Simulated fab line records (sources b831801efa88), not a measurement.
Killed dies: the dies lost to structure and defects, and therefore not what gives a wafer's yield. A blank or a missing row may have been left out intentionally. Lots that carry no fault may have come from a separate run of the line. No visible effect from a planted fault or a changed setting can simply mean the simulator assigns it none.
Chamber matching | flow sfq-line | cmp-02 running SFQ_TRILAYER_I3_CMP_CMP_082: 4 sister chambers
The step polishes SiO2. 8 wafers are shown with their chamber, then 10 later ones without.

WAFERS, EACH WITH ITS CHAMBER
wafer  | chamber | motor-current-A (A) | time-to-endpoint-s (s)
L974.4 | 1       | 9.9                 | 227
L976.3 | 3       | 8.4                 | 214
L977.1 | 2       | 10.7                | 228
L981.1 | 3       | 8.3                 | 205
L981.2 | 0       | 10.1                | 204
L981.4 | 1       | 9.4                 | 214
L984.4 | 2       | 10.1                | 220
L984.3 | 0       | 9.5                 | 216

WAFERS MISSING THEIR CHAMBER
wafer  | motor-current-A (A) | time-to-endpoint-s (s)
L984.5 | 10.6                | 220
L989.2 | 9.2                 | 218
L989.3 | 10.7                | 215
L989.6 | 8.6                 | 205
L991.2 | 9.9                 | 215
L991.5 | 9.4                 | 223
L991.6 | 10.1                | 223
L992.3 | 10.6                | 214
L992.5 | 9.3                 | 219
L992.6 | 9.9                 | 214

WHICH CHAMBER EACH ONE RAN IN
wafer  | from the rows above          | in truth
L984.5 | can't be placed: 2 or 0 or 1 | 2
L989.2 | can't be placed: 1 or 0 or 3 | 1
L989.3 | can't be placed: 2 or 0 or 1 | 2
L989.6 | 3                            | 3
L991.2 | can't be placed: 0 or 1 or 2 | 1
L991.5 | can't be placed: 1 or 0      | 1
L991.6 | can't be placed: 2 or 1 or 0 | 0
L992.3 | can't be placed: 2 or 0 or 1 | 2
L992.5 | can't be placed: 1 or 0 or 3 | 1
L992.6 | can't be placed: 0 or 1 or 2 | 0
1 of 10 placed correctly. Not placeable from these rows: 9 (in 9, the candidates include the true chamber). 0 placed wrongly.
How it was worked out, from the rows above alone: a wafer's distance from a chamber is the root of the sum, over the readings, of the square of ((its reading less the chamber's mean) divided by the reading's scatter). If the next closest chamber is less than 2 further off than the closest, the wafer can't be placed; otherwise it belongs to the closest. Each chamber's mean is taken over the wafers shown for it. How the scatter is found: for the shown wafers, subtract from each reading the mean of its chamber, square and add these, divide the total by (wafers less chambers), then take the root.
